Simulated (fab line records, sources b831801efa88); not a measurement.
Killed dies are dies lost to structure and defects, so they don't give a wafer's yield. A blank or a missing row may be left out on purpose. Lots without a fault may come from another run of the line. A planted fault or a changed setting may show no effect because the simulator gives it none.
fab line records | flow gf180mcu
record lots=24 wafers=72 last_day=34
route steps=602 shown SAB@274 CONTACT@304 V1@337 V2@396
lots that met no fault: from a run of the same line without faults
start_h: hours from the record's first day to the start of the lot's first wafer shown | wait_h: hours since the lot's step before | " the same as in the row above | L1.1+2: a row that stands for several wafers | - no value, or no start given | * or withheld: withheld | < > ~ a bound
route shown NAME@n: a module of which the file shows steps, and the number in the route of the first | usual: mean/standard deviation of fault-free wafers | same: alike in all rows | chamber/n: place in a boat | sites: the reading at each site | _std_site: their standard deviation | _edge_site: outer sites' mean less inner sites' | radius_mm: how far each site lies from the wafer's centre | mask NAME#n: copy n | behind: the tool/chamber that last shaped the wafer | hold: why the lot was held/for how many hours/how that ended | device: the transistor (n, p or np) that didn't switch | end of line: the same wafers' tests at the end of the route | a step without rows: its recipe alone | killed: dies lost to structure and defects at the first sort, not the wafer's yield | map: a wafer's dies, x killed, . not, _ none there
set.NAME: the setting as run; set.NAME@STEP: as run at that earlier step | model.NAME: the simulator's own value behind a step, which no gauge read
steps of the route over a sample of lots; a table a step, a row a wafer
services: from which hour (start_h, from the record's first day; less than 0 if before it) a tool's chamber was out of use, for how many hours, and why
## steps
# step GF_SAB_OVL_MEAS_10
# usual SAB_OVL=0.2/1.3
# columns lot.wafer tool chamber start_h wait_h SAB_OVL[nm]
L074.1 overlay-02 - 338.61 0.1 -0.7
L074.3 " - " " -1.3
L074.5 " - " " -1.8
L075.2 overlay-01 - 343.71 0.1 1.3
L075.4 " - " " -0.1
L075.6 " - " " -1.7
L076.2 overlay-01 - 354.65 0.1 0.0
L076.5 " - " " 1.7
L076.6 " - " " 1.0
L077.3 overlay-01 - 362.84 0.1 0.3
L077.4 " - " " 0.5
L077.6 " - " " 2.2
L078.4 overlay-01 - 372.42 0.1 1.8
L078.5 " - " " -0.5
L078.6 " - " " 2.5
L079.4 overlay-01 - 381.22 0.1 -0.2
L079.5 " - " " 1.7
L079.6 " - " " -0.2
L080.2 overlay-01 - 391.96 0.1 3.1
L080.3 " - " " 2.2
L080.6 " - " " 1.4
L081.1 overlay-02 - 402.03 0.1 -1.3
L081.2 " - " " -2.6
L081.6 " - " " 1.1
L082.1 overlay-02 - 411.21 0.1 0.0
L082.2 " - " " -1.2
L082.5 " - " " -2.1
L083.1 overlay-02 - 422.23 0.1 -0.5
L083.2 " - " " 0.8
L083.4 " - " " -0.6
L084.1 overlay-02 - 426.10 0.1 0.1
L084.2 " - " " 1.3
L084.5 " - " " 0.7
L085.1 overlay-01 - 443.15 0.1 1.2
L085.4 " - " " 1.2
L085.5 " - " " 0.5
L086.2 overlay-02 - 453.09 0.1 -0.5
L086.4 " - " " -0.3
L086.5 " - " " 1.7
L087.2 overlay-02 - 458.66 0.1 -1.2
L087.4 " - " " -1.3
L087.5 " - " " -1.3
L088.1 overlay-02 - 463.15 0.1 0.4
L088.5 " - " " -0.4
L088.6 " - " " 0.5
L089.1 overlay-02 - 473.55 0.1 0.0
L089.2 " - " " -1.1
L089.3 " - " " 0.0
L090.1 overlay-01 - 482.03 0.1 1.0
L090.3 " - " " -0.4
L090.5 " - " " 0.7
L091.1 overlay-01 - 489.21 0.1 0.3
L091.2 " - " " -1.6
L091.3 " - " " 1.0
L092.3 overlay-02 - 496.91 0.1 -1.4
L092.5 " - " " -0.2
L092.6 " - " " 1.4
L093.1 overlay-01 - 506.88 0.1 0.6
L093.4 " - " " 2.1
L093.6 " - " " 2.4
L094.2 overlay-02 - 515.91 0.1 0.4
L094.4 " - " " 0.0
L094.5 " - " " -0.4
L095.1 overlay-02 - 521.65 0.1 -0.6
L095.2 " - " " -1.0
L095.5 " - " " 0.2
L096.2 overlay-02 - 528.75 0.1 1.6
L096.5 " - " " 0.0
L096.6 " - " " 1.3
L097.1 overlay-01 - 540.05 0.1 -0.1
L097.3 " - " " 1.0
L097.5 " - " " 1.9
# step GF_CONTACT_ETCH_17
# recipe chemistry=C4F8/O2/Ar mask_material=KrF target=SiO2 stop_on=CoSi2 source_w=1500 bias_w=1200 pressure_mtorr=40 c4f8_flow_sccm=withheld O2_flow_sccm=6 Ar_flow_sccm=300 time_s=withheld target_depth_a=8600
# usual bias_w=1200/3.5 oes_product_au=0.819/0.0047
# columns lot.wafer tool chamber start_h wait_h bias_w oes_product_au
L074.1 rie_diel-03 3 - - 1202 0.817
L074.3 " 2 " " 1203 0.817
L074.5 " 3 " " 1202 0.824
L075.2 rie_diel-03 2 - - 1203 0.816
L075.4 " 0 " " 1199 0.811
L075.6 " 1 " " 1201 0.815
L076.2 rie_diel-02 2 - - 1200 0.820
L076.5 " 1 " " 1199 0.815
L076.6 " 2 " " 1198 0.808
L077.3 rie_diel-02 1 - - 1203 0.818
L077.4 " 2 " " 1193 0.815
L077.6 " 3 " " 1199 0.815
L078.4 rie_diel-04 1 - - 1199 0.816
L078.5 " 2 " " 1196 0.824
L078.6 " 3 " " 1202 0.823
L079.4 rie_diel-04 0 - - 1196 0.820
L079.5 " 3 " " 1200 0.824
L079.6 " 0 " " 1193 0.816
L080.2 rie_diel-03 1 - - 1202 0.818
L080.3 " 0 " " 1209 0.817
L080.6 " 0 " " 1200 0.818
L081.1 rie_diel-04 3 - - 1199 0.823
L081.2 " 1 " " 1198 0.814
L081.6 " 2 " " 1199 0.814
L082.1 rie_diel-02 0 - - 1205 0.823
L082.2 " 3 " " 1199 0.808
L082.5 " 3 " " 1201 0.815
L083.1 rie_diel-02 3 - - 1200 0.820
L083.2 " 2 " " 1204 0.827
L083.4 " 1 " " 1207 0.816
L084.1 rie_diel-03 2 - - 1195 0.822
L084.2 " 0 " " 1195 0.813
L084.5 " 1 " " 1203 0.821
L085.1 rie_diel-03 3 - - 1204 0.807
L085.4 " 2 " " 1196 0.821
L085.5 " 0 " " 1199 0.817
L086.2 rie_diel-03 2 - - 1205 0.817
L086.4 " 2 " " 1196 0.818
L086.5 " 0 " " 1199 0.822
L087.2 rie_diel-02 3 - - 1199 0.825
L087.4 " 0 " " 1202 0.820
L087.5 " 1 " " 1202 0.821
L088.1 rie_diel-03 2 - - 1195 0.818
L088.5 " 1 " " 1199 0.828
L088.6 " 2 " " 1200 0.825
L089.1 rie_diel-04 1 - - 1203 0.819
L089.2 " 2 " " 1202 0.809
L089.3 " 3 " " 1208 0.819
L090.1 rie_diel-02 1 - - 1197 0.815
L090.3 " 0 " " 1203 0.821
L090.5 " 0 " " 1201 0.815
L091.1 rie_diel-03 1 - - 1197 0.824
L091.2 " 0 " " 1200 0.816
L091.3 " 2 " " 1202 0.822
L092.3 rie_diel-03 1 - - 1199 0.814
L092.5 " 0 " " 1198 0.824
L092.6 " 2 " " 1197 0.822
L093.1 rie_diel-04 2 - - 1200 0.812
L093.4 " 1 " " 1200 0.822
L093.6 " 3 " " 1202 0.822
L094.2 rie_diel-04 2 - - 1205 0.826
L094.4 " 0 " " 1202 0.814
L094.5 " 0 " " 1205 0.813
L095.1 rie_diel-04 3 - - 1199 0.819
L095.2 " 1 " " 1199 0.815
L095.5 " 1 " " 1194 0.823
L096.2 rie_diel-04 3 - - 1203 0.820
L096.5 " 3 " " 1203 0.812
L096.6 " 2 " " 1207 0.816
L097.1 rie_diel-03 3 - - 1200 0.807
L097.3 " 1 " " 1200 0.822
L097.5 " 0 " " 1202 0.819
# step GF_V1_CVD_02
# recipe material=SiO2 target_thk_nm=850 precursor=TEOS temp_c=400 time_s=94.851 rf_w=600
# usual heater_power_outer_w=406/71 heater_power_w=663/100
# columns lot.wafer tool chamber start_h wait_h heater_power_outer_w heater_power_w
L074.1 pecvd-04 0 386.32 0.1 482 681
L074.3 " 1 " " 412 634
L074.5 " 0 " " 409 597
L075.2 pecvd-02 0 393.15 0.0 399 645
L075.4 " 2 " " 392 687
L075.6 " 1 " " 397 692
L076.2 pecvd-04 0 404.35 0.0 466 674
L076.5 " 1 " " 375 563
L076.6 " 0 " " 477 721
L077.3 pecvd-04 1 412.10 0.0 336 523
L077.4 " 0 " " 478 677
L077.6 " 2 " " 410 684
L078.4 pecvd-01 0 423.46 0.1 389 647
L078.5 " 1 " " 373 642
L078.6 " 2 " " 470 803
L079.4 pecvd-04 0 431.40 0.1 495 731
L079.5 " 2 " " 464 769
L079.6 " 1 " " 320 505
L080.2 pecvd-01 1 443.67 0.0 390 653
L080.3 " 2 " " 484 835
L080.6 " 0 " " 370 627
L081.1 pecvd-04 0 454.25 0.1 426 630
L081.2 " 1 " " 430 652
L081.6 " 2 " " 443 718
L082.1 pecvd-01 2 463.69 0.1 486 839
L082.2 " 0 " " 339 593
L082.5 " 1 " " 370 639
L083.1 pecvd-01 2 474.95 0.1 475 810
L083.2 " 0 " " 408 647
L083.4 " 1 " " 340 604
L084.1 pecvd-04 2 479.19 0.1 466 742
L084.2 " 0 " " 450 645
L084.5 " 0 " " 489 676
L085.1 pecvd-02 1 495.12 0.1 429 751
L085.4 " 0 " " 351 581
L085.5 " 1 " " 448 785
L086.2 pecvd-02 0 504.82 0.0 394 629
L086.4 " 0 " " 303 532
L086.5 " 1 " " 433 744
L087.2 pecvd-04 0 510.34 0.0 508 715
L087.4 " 0 " " 402 595
L087.5 " 1 " " 326 519
L088.1 pecvd-01 0 515.00 0.1 409 678
L088.5 " 2 " " 539 902
L088.6 " 0 " " 301 531
L089.1 pecvd-01 1 524.74 0.1 383 668
L089.2 " 0 " " 357 600
L089.3 " 2 " " 610 996
L090.1 pecvd-01 0 532.99 0.1 391 657
L090.3 " 1 " " 387 638
L090.5 " 1 " " 291 513
L091.1 pecvd-04 0 540.00 0.1 419 635
L091.2 " 1 " " 334 514
L091.3 " 2 " " 350 611
L092.3 pecvd-04 1 547.33 0.0 404 615
L092.5 " 1 " " 324 513
L092.6 " 0 " " 518 725
L093.1 pecvd-04 2 556.14 0.1 386 662
L093.4 " 1 " " 404 630
L093.6 " 0 " " 406 593
L094.2 pecvd-01 1 564.39 0.0 317 560
L094.4 " 1 " " 355 586
L094.5 " 0 " " 380 645
L095.1 pecvd-02 2 571.34 0.1 412 714
L095.2 " 1 " " 398 725
L095.5 " 0 " " 386 614
L096.2 pecvd-04 1 578.24 0.0 394 608
L096.5 " 1 " " 412 631
L096.6 " 2 " " 442 702
L097.1 pecvd-02 1 587.49 0.1 420 777
L097.3 " 2 " " 413 718
L097.5 " 0 " " 298 508
# step GF_V1_SPUTTER_22
# recipe material=TiN target_thk_nm=10 chamber_pressure_pa=5 power_w=4000 time_s=40
# usual throttle_valve_pct=30.0/0.85
# columns lot.wafer tool chamber start_h wait_h throttle_valve_pct
L074.1 pvd_sputter-01 - 410.68 0.0 29.2
L074.3 " - " " 30.8
L074.5 " - " " 29.7
L075.2 pvd_sputter-04 - 418.53 0.0 29.7
L075.4 " - " " 30.4
L075.6 " - " " 29.9
L076.2 pvd_sputter-02 - 429.46 0.0 31.2
L076.5 " - " " 29.7
L076.6 " - " " 28.4
L077.3 pvd_sputter-04 - 438.02 0.0 30.4
L077.4 " - " " 30.3
L077.6 " - " " 30.3
L078.4 pvd_sputter-01 - 449.31 0.0 30.6
L078.5 " - " " 30.6
L078.6 " - " " 29.6
L079.4 pvd_sputter-01 - 456.54 0.0 31.5
L079.5 " - " " 29.4
L079.6 " - " " 30.6
L080.2 pvd_sputter-01 - 469.13 0.0 30.7
L080.3 " - " " 29.5
L080.6 " - " " 31.5
L081.1 pvd_sputter-04 - 480.03 0.0 30.4
L081.2 " - " " 30.2
L081.6 " - " " 30.9
L082.1 pvd_sputter-01 - 489.09 0.0 29.6
L082.2 " - " " 29.7
L082.5 " - " " 30.5
L083.1 pvd_sputter-02 - 500.58 0.0 29.7
L083.2 " - " " 28.9
L083.4 " - " " 31.1
L084.1 pvd_sputter-02 - 504.13 0.0 28.7
L084.2 " - " " 29.8
L084.5 " - " " 31.6
L085.1 pvd_sputter-04 - 519.67 0.0 30.3
L085.4 " - " " 30.8
L085.5 " - " " 29.8
L086.2 pvd_sputter-01 - 529.41 0.0 31.6
L086.4 " - " " 29.6
L086.5 " - " " 30.3
L087.2 pvd_sputter-02 - 534.99 0.0 31.1
L087.4 " - " " 29.9
L087.5 " - " " 29.4
L088.1 pvd_sputter-01 - 540.04 0.0 29.3
L088.5 " - " " 31.6
L088.6 " - " " 29.5
L089.1 pvd_sputter-02 - 548.75 0.0 28.9
L089.2 " - " " 31.0
L089.3 " - " " 28.8
L090.1 pvd_sputter-02 - 556.49 0.0 29.0
L090.3 " - " " 29.3
L090.5 " - " " 28.5
L091.1 pvd_sputter-04 - 563.55 0.0 29.6
L091.2 " - " " 30.4
L091.3 " - " " 30.7
L092.3 pvd_sputter-02 - 571.33 0.0 28.6
L092.5 " - " " 31.2
L092.6 " - " " 29.3
L093.1 pvd_sputter-01 - 579.58 0.0 29.6
L093.4 " - " " 30.4
L093.6 " - " " 29.9
L094.2 pvd_sputter-04 - 587.89 0.0 30.3
L094.4 " - " " 29.8
L094.5 " - " " 30.5
L095.1 pvd_sputter-02 - 594.72 0.0 28.8
L095.2 " - " " 28.9
L095.5 " - " " 31.2
L096.2 pvd_sputter-02 - 600.34 0.0 31.1
L096.5 " - " " 28.9
L096.6 " - " " 28.9
L097.1 pvd_sputter-02 - 610.94 0.0 29.1
L097.3 " - " " 31.2
L097.5 " - " " 29.3
# step GF_V1_RS_MEAS_24
# recipe thk_meas_gauge=four-point-probe reads=W_of_V1_CVD_23+TiN_of_V1_SPUTTER_22+Ti_of_V1_SPUTTER_21
# usual V1_W_RS=0.327/0.0045
# columns lot.wafer tool chamber start_h wait_h V1_W_RS[ohm/sq]
L074.1 film_metro-02 - 410.83 0.1 0.332
L074.3 " - " " 0.329
L074.5 " - " " 0.331
L075.2 film_metro-02 - 418.70 0.1 0.333
L075.4 " - " " 0.328
L075.6 " - " " 0.336
L076.2 film_metro-03 - 429.63 0.1 0.325
L076.5 " - " " 0.329
L076.6 " - " " 0.327
L077.3 film_metro-04 - 438.21 0.1 0.324
L077.4 " - " " 0.331
L077.6 " - " " 0.321
L078.4 film_metro-04 - 449.53 0.1 0.338
L078.5 " - " " 0.332
L078.6 " - " " 0.328
L079.4 film_metro-02 - 456.75 0.1 0.331
L079.5 " - " " 0.333
L079.6 " - " " 0.327
L080.2 film_metro-03 - 469.30 0.1 0.328
L080.3 " - " " 0.321
L080.6 " - " " 0.317
L081.1 film_metro-03 - 480.18 0.1 0.326
L081.2 " - " " 0.326
L081.6 " - " " 0.328
L082.1 film_metro-02 - 489.24 0.1 0.327
L082.2 " - " " 0.321
L082.5 " - " " 0.318
L083.1 film_metro-03 - 500.73 0.1 0.324
L083.2 " - " " 0.330
L083.4 " - " " 0.324
L084.1 film_metro-03 - 504.28 0.1 0.327
L084.2 " - " " 0.324
L084.5 " - " " 0.324
L085.1 film_metro-02 - 519.82 0.1 0.333
L085.4 " - " " 0.331
L085.5 " - " " 0.327
L086.2 film_metro-02 - 529.70 0.2 0.325
L086.4 " - " " 0.325
L086.5 " - " " 0.328
L087.2 film_metro-03 - 535.27 0.2 0.331
L087.4 " - " " 0.331
L087.5 " - " " 0.334
L088.1 film_metro-03 - 540.19 0.1 0.320
L088.5 " - " " 0.328
L088.6 " - " " 0.321
L089.1 film_metro-02 - 548.90 0.1 0.318
L089.2 " - " " 0.326
L089.3 " - " " 0.326
L090.1 film_metro-03 - 556.64 0.1 0.322
L090.3 " - " " 0.331
L090.5 " - " " 0.328
L091.1 film_metro-04 - 563.70 0.1 0.325
L091.2 " - " " 0.330
L091.3 " - " " 0.328
L092.3 film_metro-04 - 571.53 0.1 0.326
L092.5 " - " " 0.324
L092.6 " - " " 0.331
L093.1 film_metro-02 - 579.73 0.1 0.325
L093.4 " - " " 0.328
L093.6 " - " " 0.322
L094.2 film_metro-03 - 588.06 0.1 0.331
L094.4 " - " " 0.331
L094.5 " - " " 0.331
L095.1 film_metro-04 - 594.87 0.1 0.321
L095.2 " - " " 0.329
L095.5 " - " " 0.329
L096.2 film_metro-03 - 600.51 0.1 0.325
L096.5 " - " " 0.320
L096.6 " - " " 0.329
L097.1 film_metro-03 - 611.10 0.1 0.332
L097.3 " - " " 0.333
L097.5 " - " " 0.334
# step GF_V2_CD_MEAS_14
# recipe target_cd_nm=260
# usual cd_nm=259.9/0.9
# columns lot.wafer tool chamber start_h wait_h cd_nm
L074.1 cd_sem-02 - 460.60 0.1 261.1
L074.3 " - " " 258.8
L074.5 " - " " 259.8
L075.2 cd_sem-02 - 470.00 0.1 258.9
L075.4 " - " " 260.4
L075.6 " - " " 258.7
L076.2 cd_sem-01 - 479.87 0.1 261.1
L076.5 " - " " 259.8
L076.6 " - " " 260.2
L077.3 cd_sem-02 - 489.27 0.1 260.8
L077.4 " - " " 261.1
L077.6 " - " " 259.8
L078.4 cd_sem-02 - 500.18 0.1 262.9
L078.5 " - " " 260.8
L078.6 " - " " 262.2
L079.4 cd_sem-01 - 506.51 0.1 260.1
L079.5 " - " " 259.7
L079.6 " - " " 261.6
L080.2 cd_sem-01 - 518.39 0.1 260.0
L080.3 " - " " 260.1
L080.6 " - " " 259.9
L081.1 cd_sem-02 - 529.53 0.1 259.3
L081.2 " - " " 258.3
L081.6 " - " " 258.6
L082.1 cd_sem-02 - 537.80 0.3 259.3
L082.2 " - " " 261.0
L082.5 " - " " 259.3
L083.1 cd_sem-01 - 549.05 0.1 259.7
L083.2 " - " " 261.0
L083.4 " - " " 260.5
L084.1 cd_sem-01 - 551.52 0.1 259.7
L084.2 " - " " 259.5
L084.5 " - " " 259.5
L085.1 cd_sem-01 - 566.97 0.1 260.7
L085.4 " - " " 260.4
L085.5 " - " " 260.5
L086.2 cd_sem-02 - 576.49 0.1 260.3
L086.4 " - " " 258.7
L086.5 " - " " 257.8
L087.2 cd_sem-02 - 581.40 0.1 259.2
L087.4 " - " " 258.4
L087.5 " - " " 259.3
L088.1 cd_sem-01 - 586.37 0.1 261.2
L088.5 " - " " 259.8
L088.6 " - " " 259.9
L089.1 cd_sem-01 - 595.33 0.1 259.9
L089.2 " - " " 261.7
L089.3 " - " " 261.1
L090.1 cd_sem-02 - 602.15 0.1 260.0
L090.3 " - " " 259.4
L090.5 " - " " 259.3
L091.1 cd_sem-02 - 608.77 0.1 258.5
L091.2 " - " " 259.9
L091.3 " - " " 260.4
L092.3 cd_sem-02 - 616.31 0.1 260.5
L092.5 " - " " 260.1
L092.6 " - " " 260.3
L093.1 cd_sem-01 - 622.48 0.1 259.7
L093.4 " - " " 260.8
L093.6 " - " " 259.6
L094.2 cd_sem-02 - 632.00 0.1 259.0
L094.4 " - " " 260.6
L094.5 " - " " 259.9
L095.1 cd_sem-02 - 637.57 0.1 260.7
L095.2 " - " " 260.3
L095.5 " - " " 259.6
L096.2 cd_sem-02 - 643.04 0.1 259.2
L096.5 " - " " 258.5
L096.6 " - " " 259.7
L097.1 cd_sem-01 - 654.43 0.2 260.0
L097.3 " - " " 259.3
L097.5 " - " " 260.0
## services
# columns tool chamber start_h hours kind
rie_diel-03 - 340.85 1.1 repair
rie_diel-02 2 346.41 11.0 repair
pvd_sputter-02 - 360.47 9.5 repair
rie_diel-02 3 360.74 11.9 repair
pvd_sputter-01 - 361.08 1.3 repair
pecvd-01 - 368.88 14.0 pm
pecvd-04 2 369.05 20.8 repair
rie_diel-02 0 370.82 9.7 repair
pvd_sputter-02 - 430.22 10.0 repair
pvd_sputter-04 - 439.95 5.2 repair
rie_diel-04 - 452.69 14.6 pm
rie_diel-03 0 458.02 5.7 repair
rie_diel-02 - 464.19 2.8 pm
rie_diel-03 - 473.67 2.8 pm
rie_diel-04 2 475.21 11.1 repair
rie_diel-04 0 485.27 5.4 repair
pvd_sputter-01 - 490.03 3.0 repair
rie_diel-04 - 490.11 2.9 repair
rie_diel-02 2 512.75 4.6 repair
rie_diel-03 - 533.35 0.8 repair
pecvd-04 - 591.12 14.0 pm
pvd_sputter-01 - 597.87 6.6 repair
rie_diel-04 - 607.68 1.8 repair
rie_diel-04 2 610.91 4.0 repair
## key
fault none
